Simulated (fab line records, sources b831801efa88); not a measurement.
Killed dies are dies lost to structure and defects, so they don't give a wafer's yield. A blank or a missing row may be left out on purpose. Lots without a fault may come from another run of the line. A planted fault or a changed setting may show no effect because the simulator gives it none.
Which tool did it? | flow gf180mcu | 24 lots, 72 wafers sampled, at 5 steps of a route of 602

WHAT THE GAUGES READ, wafer by wafer
GF_V5_RS_MEAS_24: measures by four-point-probe. Usual: V5_W_RS 0.323 ohm/sq, standard deviation 0.0056.
lot  | measured     | on            | V5_W_RS (ohm/sq)  | flag
L074 | day 27 02:36 | film_metro-03 | 0.322 0.327 0.331 |
L075 | day 27 17:48 | film_metro-01 | 0.316 0.316 0.326 |
L076 | day 27 22:50 | film_metro-03 | 0.333 0.317 0.316 |
L077 | day 28 09:02 | film_metro-03 | 0.322 0.331 0.323 |
L078 | day 28 13:01 | film_metro-01 | 0.328 0.314 0.316 |
L079 | day 28 23:02 | film_metro-02 | 0.320 0.329 0.334 |
L080 | day 29 03:32 | film_metro-01 | 0.318 0.327 0.320 |
L081 | day 29 17:02 | film_metro-01 | 0.317 0.318 0.327 |
L082 | day 29 19:28 | film_metro-03 | 0.323 0.312 0.314 |
L083 | day 30 04:38 | film_metro-01 | 0.319 0.320 0.327 |
L084 | day 30 07:38 | film_metro-03 | 0.329 0.323 0.322 |
L085 | day 30 17:40 | film_metro-03 | 0.327 0.319 0.315 |
L086 | day 31 00:35 | film_metro-03 | 0.328 0.329 0.319 |
L087 | day 31 10:34 | film_metro-03 | 0.321 0.326 0.320 |
L088 | day 31 13:56 | film_metro-02 | 0.313 0.325 0.324 |
L089 | day 31 15:38 | film_metro-01 | 0.316 0.317 0.317 |
L090 | day 31 23:37 | film_metro-03 | 0.321 0.323 0.319 |
L091 | day 32 07:23 | film_metro-03 | 0.324 0.318 0.315 |
L092 | day 32 13:40 | film_metro-03 | 0.317 0.328 0.321 |
L093 | day 32 23:35 | film_metro-01 | 0.332 0.319 0.329 |
L094 | day 33 01:34 | film_metro-02 | 0.320 0.317 0.321 |
L095 | day 33 04:53 | film_metro-03 | 0.326 0.327 0.319 |
L096 | day 33 14:02 | film_metro-03 | 0.316 0.315 0.328 |
L097 | day 33 20:31 | film_metro-02 | 0.326 0.335 0.332 |

WHICH TOOL RAN EACH LOT (tool, then ch and the chambers of the sampled wafers, then the start)
lot  | GF_M3_SPUTTER_01             | GF_M3_SPUTTER_04             | GF_M4_STRIP_17                       | GF_V5_SPUTTER_21
L074 | pvd_sputter-01, day 20 04:06 | pvd_sputter-01, day 20 04:11 | plasma_asher-01 ch 0,1, day 23 06:46 | pvd_sputter-01, day 27 02:21
L075 | pvd_sputter-01, day 20 23:17 | pvd_sputter-01, day 20 23:22 | plasma_asher-03 ch 0,1, day 24 00:47 | pvd_sputter-01, day 27 17:32
L076 | pvd_sputter-01, day 21 02:14 | pvd_sputter-01, day 21 02:19 | plasma_asher-03 ch 0,1, day 24 04:33 | pvd_sputter-03, day 27 22:37
L077 | pvd_sputter-02, day 21 15:56 | pvd_sputter-02, day 21 16:01 | plasma_asher-01 ch 0,1, day 24 15:35 | pvd_sputter-03, day 28 08:46
L078 | pvd_sputter-04, day 21 23:11 | pvd_sputter-04, day 21 23:16 | plasma_asher-01 ch 0, day 24 21:42   | pvd_sputter-01, day 28 12:46
L079 | pvd_sputter-02, day 22 09:32 | pvd_sputter-02, day 22 09:37 | plasma_asher-02 ch 0,1, day 25 08:26 | pvd_sputter-03, day 28 22:50
L080 | pvd_sputter-01, day 22 14:58 | pvd_sputter-01, day 22 15:02 | plasma_asher-03 ch 0,1, day 25 13:30 | pvd_sputter-02, day 29 03:19
L081 | pvd_sputter-04, day 23 07:10 | pvd_sputter-04, day 23 07:14 | plasma_asher-02 ch 0,1, day 26 04:24 | pvd_sputter-03, day 29 16:50
L082 | pvd_sputter-01, day 23 09:32 | pvd_sputter-01, day 23 09:37 | plasma_asher-01 ch 0,1, day 26 05:41 | pvd_sputter-01, day 29 19:14
L083 | pvd_sputter-02, day 23 18:41 | pvd_sputter-02, day 23 18:46 | plasma_asher-03 ch 0,1, day 26 15:04 | pvd_sputter-03, day 30 04:25
L084 | pvd_sputter-04, day 24 01:47 | pvd_sputter-04, day 24 01:52 | plasma_asher-02 ch 0,1, day 26 20:39 | pvd_sputter-02, day 30 07:25
L085 | pvd_sputter-01, day 24 12:07 | pvd_sputter-01, day 24 12:11 | plasma_asher-03 ch 0,1, day 27 06:26 | pvd_sputter-03, day 30 17:25
L086 | pvd_sputter-04, day 24 22:02 | pvd_sputter-04, day 24 22:07 | plasma_asher-03 ch 0,1, day 27 15:07 | pvd_sputter-01, day 31 00:22
L087 | pvd_sputter-02, day 25 07:41 | pvd_sputter-02, day 25 07:46 | plasma_asher-02 ch 0,1, day 28 01:54 | pvd_sputter-02, day 31 10:21
L088 | pvd_sputter-02, day 25 11:29 | pvd_sputter-02, day 25 11:34 | plasma_asher-03 ch 0,1, day 28 04:49 | pvd_sputter-03, day 31 13:44
L089 | pvd_sputter-02, day 25 16:26 | pvd_sputter-02, day 25 16:31 | plasma_asher-01 ch 0,1, day 28 08:16 | pvd_sputter-03, day 31 15:24
L090 | pvd_sputter-04, day 26 02:16 | pvd_sputter-04, day 26 02:21 | plasma_asher-03 ch 0, day 28 17:48   | pvd_sputter-03, day 31 23:24
L091 | pvd_sputter-01, day 26 08:59 | pvd_sputter-01, day 26 09:04 | plasma_asher-01 ch 0,1, day 28 23:58 | pvd_sputter-02, day 32 07:10
L092 | pvd_sputter-04, day 26 19:00 | pvd_sputter-04, day 26 19:05 | plasma_asher-03 ch 0,1, day 29 08:54 | pvd_sputter-03, day 32 13:26
L093 | pvd_sputter-02, day 27 06:11 | pvd_sputter-02, day 27 06:16 | plasma_asher-02 ch 0,1, day 29 20:22 | pvd_sputter-01, day 32 23:22
L094 | pvd_sputter-01, day 27 07:08 | pvd_sputter-01, day 27 07:13 | plasma_asher-02 ch 0,1, day 29 22:04 | pvd_sputter-01, day 33 01:22
L095 | pvd_sputter-01, day 27 11:14 | pvd_sputter-01, day 27 11:20 | plasma_asher-03 ch 0,1, day 30 01:31 | pvd_sputter-01, day 33 04:40
L096 | pvd_sputter-04, day 27 22:13 | pvd_sputter-04, day 27 22:17 | plasma_asher-01 ch 0,1, day 30 11:42 | pvd_sputter-01, day 33 13:48
L097 | pvd_sputter-01, day 28 07:23 | pvd_sputter-01, day 28 07:28 | plasma_asher-03 ch 0,1, day 30 19:54 | pvd_sputter-01, day 33 20:17
- GF_M3_SPUTTER_01: material TiN, target thk 30 nm, time 25 s.
- GF_M3_SPUTTER_04: material TiN, target thk 50 nm, time 41.7 s.
- GF_M4_STRIP_17: strips in O2/N2.
- GF_V5_SPUTTER_21: material Ti, target thk 15 nm, time 80.02 s.

WHAT THE TOOLS THEMSELVES READ (means of the sampled wafers that have a number; where no wafer has one, the mark that the record gives instead)
GF_M3_SPUTTER_01. Usual: throttle_valve_pct 30.1 %, standard deviation 1.1.
lot  | tool           | throttle_valve_pct (%) | flag
L074 | pvd_sputter-01 | 29.7                   |
L075 | pvd_sputter-01 | 30.2                   |
L076 | pvd_sputter-01 | 30.0                   |
L077 | pvd_sputter-02 | 31.0                   |
L078 | pvd_sputter-04 | 30.8                   |
L079 | pvd_sputter-02 | 30.2                   |
L080 | pvd_sputter-01 | 29.1                   |
L081 | pvd_sputter-04 | 30.3                   |
L082 | pvd_sputter-01 | 29.8                   |
L083 | pvd_sputter-02 | 30.2                   |
L084 | pvd_sputter-04 | 30.6                   |
L085 | pvd_sputter-01 | 29.8                   |
L086 | pvd_sputter-04 | 30.5                   |
L087 | pvd_sputter-02 | 30.9                   |
L088 | pvd_sputter-02 | 30.3                   |
L089 | pvd_sputter-02 | 30.3                   |
L090 | pvd_sputter-04 | 31.0                   |
L091 | pvd_sputter-01 | 29.0                   |
L092 | pvd_sputter-04 | 30.8                   |
L093 | pvd_sputter-02 | 30.5                   |
L094 | pvd_sputter-01 | 29.1                   |
L095 | pvd_sputter-01 | 30.1                   |
L096 | pvd_sputter-04 | 30.5                   |
L097 | pvd_sputter-01 | 29.8                   |

GF_M3_SPUTTER_04. Usual: throttle_valve_pct 30.1 %, standard deviation 1.1.
lot  | tool           | throttle_valve_pct (%) | flag
L074 | pvd_sputter-01 | 29.7                   |
L075 | pvd_sputter-01 | 30.2                   |
L076 | pvd_sputter-01 | 29.9                   |
L077 | pvd_sputter-02 | 30.8                   |
L078 | pvd_sputter-04 | 30.9                   |
L079 | pvd_sputter-02 | 30.3                   |
L080 | pvd_sputter-01 | 29.0                   |
L081 | pvd_sputter-04 | 30.4                   |
L082 | pvd_sputter-01 | 29.7                   |
L083 | pvd_sputter-02 | 30.2                   |
L084 | pvd_sputter-04 | 30.7                   |
L085 | pvd_sputter-01 | 29.8                   |
L086 | pvd_sputter-04 | 30.5                   |
L087 | pvd_sputter-02 | 30.9                   |
L088 | pvd_sputter-02 | 30.1                   |
L089 | pvd_sputter-02 | 30.5                   |
L090 | pvd_sputter-04 | 31.2                   |
L091 | pvd_sputter-01 | 29.3                   |
L092 | pvd_sputter-04 | 30.6                   |
L093 | pvd_sputter-02 | 30.4                   |
L094 | pvd_sputter-01 | 29.0                   |
L095 | pvd_sputter-01 | 30.2                   |
L096 | pvd_sputter-04 | 30.7                   |
L097 | pvd_sputter-01 | 29.5                   |

GF_M4_STRIP_17. Usual: drypump_motor_current_A 5.9 A, standard deviation 0.38; heater_power_w 363 W, standard deviation 27; oes_product_au 0.558 a.u., standard deviation 0.0055; strip_time_to_endpoint_s 7.87 s, standard deviation 0.046.
lot  | tool            | drypump_motor_current_A (A) | heater_power_w (W) | oes_product_au (a.u.) | strip_time_to_endpoint_s (s) | flag
L074 | plasma_asher-01 | 6.0                         | 355                | 0.560                 | 7.94                         |
L075 | plasma_asher-03 | 5.6                         | 382                | 0.562                 | 7.89                         |
L076 | plasma_asher-03 | 5.6                         | 386                | 0.555                 | 7.83                         |
L077 | plasma_asher-01 | 5.7                         | 346                | 0.557                 | 7.82                         |
L078 | plasma_asher-01 | 6.3                         | 371                | 0.565                 | 7.92                         |
L079 | plasma_asher-02 | 6.3                         | 333                | 0.560                 | 7.92                         |
L080 | plasma_asher-03 | 5.7                         | 393                | 0.554                 | 7.88                         |
L081 | plasma_asher-02 | 6.3                         | 336                | 0.566                 | 7.91                         |
L082 | plasma_asher-01 | 6.0                         | 353                | 0.555                 | 7.82                         |
L083 | plasma_asher-03 | 5.8                         | 390                | 0.556                 | 7.87                         |
L084 | plasma_asher-02 | 6.2                         | 333                | 0.563                 | 7.88                         |
L085 | plasma_asher-03 | 5.7                         | 391                | 0.553                 | 7.88                         |
L086 | plasma_asher-03 | 5.7                         | 389                | 0.557                 | 7.86                         |
L087 | plasma_asher-02 | 6.3                         | 340                | 0.559                 | 7.87                         |
L088 | plasma_asher-03 | 5.6                         | 385                | 0.560                 | 7.89                         |
L089 | plasma_asher-01 | 6.0                         | 355                | 0.552                 | 7.85                         |
L090 | plasma_asher-03 | 5.4                         | 382                | 0.560                 | 7.87                         |
L091 | plasma_asher-01 | 6.0                         | 355                | 0.556                 | 7.83                         |
L092 | plasma_asher-03 | 5.6                         | 390                | 0.564                 | 7.91                         |
L093 | plasma_asher-02 | 6.2                         | 338                | 0.555                 | 7.85                         |
L094 | plasma_asher-02 | 6.2                         | 331                | 0.557                 | 7.82                         |
L095 | plasma_asher-03 | 5.6                         | 378                | 0.551                 | 7.80                         |
L096 | plasma_asher-01 | 6.0                         | 353                | 0.557                 | 7.82                         |
L097 | plasma_asher-03 | 5.6                         | 380                | 0.567                 | 7.94                         |

GF_V5_SPUTTER_21. Usual: throttle_valve_pct 29.9 %, standard deviation 1.3.
lot  | tool           | throttle_valve_pct (%) | flag
L074 | pvd_sputter-01 | 31.0                   |
L075 | pvd_sputter-01 | 29.0                   |
L076 | pvd_sputter-03 | 29.5                   |
L077 | pvd_sputter-03 | 31.4                   |
L078 | pvd_sputter-01 | 29.1                   |
L079 | pvd_sputter-03 | 30.2                   |
L080 | pvd_sputter-02 | 29.9                   |
L081 | pvd_sputter-03 | 29.2                   |
L082 | pvd_sputter-01 | 30.3                   |
L083 | pvd_sputter-03 | 28.6                   |
L084 | pvd_sputter-02 | 30.2                   |
L085 | pvd_sputter-03 | 30.2                   |
L086 | pvd_sputter-01 | 30.4                   |
L087 | pvd_sputter-02 | 30.1                   |
L088 | pvd_sputter-03 | 29.2                   |
L089 | pvd_sputter-03 | 30.6                   |
L090 | pvd_sputter-03 | 31.4                   |
L091 | pvd_sputter-02 | 29.8                   |
L092 | pvd_sputter-03 | 30.1                   |
L093 | pvd_sputter-01 | 30.2                   |
L094 | pvd_sputter-01 | 29.0                   |
L095 | pvd_sputter-01 | 30.0                   |
L096 | pvd_sputter-01 | 29.9                   |
L097 | pvd_sputter-01 | 29.4                   |

THE ANSWER, worked out from the rows above alone
Rule: a lot is off if the mean of its wafers that have a number lies more than 3 standard deviations from the usual mean. A lot without any number at a reading at which 4 lots or more have one is off too. The other lots that the step has rows for count as sound. The gauges are gone through in route order, then the tools' own readings, and for those a lot's mean is taken as printed above. The first step at which some lot is off is used, and at that step the reading that is off furthest; a lot without a number counts as furthest.
No lot is off at any reading shown: from this, nothing can be told.

WHAT THE SIMULATOR HAD PUT IN
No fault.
